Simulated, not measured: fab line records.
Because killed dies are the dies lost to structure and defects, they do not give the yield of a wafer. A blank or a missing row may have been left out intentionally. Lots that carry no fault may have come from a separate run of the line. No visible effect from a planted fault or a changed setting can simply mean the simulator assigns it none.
Chamber matching	flow sky130	SKY_CONTACT_ETCH_16 on rieDiel-03 has 4 sister chambers
The step etches BARC in N2/H2, stops on SiO2, time 45.9 s, target depth 60 nm. 7 wafers are shown with their chamber, then 9 later ones without.

## EACH WAFER AND ITS CHAMBER
wafer	chamber	drypumpMotorCurrentA (A)	throttleValvePct (%)
L076.5	3	6.2	13.219
L083.1	2	5.8	13.216
L083.3	0	5.6	13.244
L083.5	1	5.2	13.216
L090.2	2	5.8	13.220
L090.4	1	5.2	13.240
L090.6	0	5.7	13.238

## WAFERS WITHOUT THEIR CHAMBER
wafer	drypumpMotorCurrentA (A)	throttleValvePct (%)
L094.2	6.2	13.216
L094.4	5.7	13.220
L094.5	6.2	13.230
L095.1	6.2	13.232
L095.3	5.6	13.224
L095.5	5.6	13.224
L096.1	6.2	13.220
L096.3	5.8	13.207
L096.5	5.6	13.204

## THE CHAMBER EACH PASSED THROUGH
wafer	from the rows above	in truth
L094.2	3	3
L094.4	can't be placed: 0 or 2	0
L094.5	3	3
L095.1	3	3
L095.3	0	0
L095.5	0	0
L096.1	3	3
L096.3	2	2
L096.5	can't be placed: 0 or 2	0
7 of 9 placed correctly. Cannot be placed on the basis of these rows: 2; the candidates contain the true chamber in 2. Placed wrongly: 0.
How it was worked out, from the rows above alone: a wafer's distance from a chamber is the root of the sum, over the readings, of the square of ((its reading less the chamber's mean) divided by the reading's scatter). The wafer belongs to the nearest chamber; if the next one is less than 2 further off, it can't be placed. The mean given for a chamber averages the wafers shown for that chamber. The scatter: the root of (the sum of the squares of (reading less its chamber's mean) over the shown wafers, divided by (wafers less chambers)).
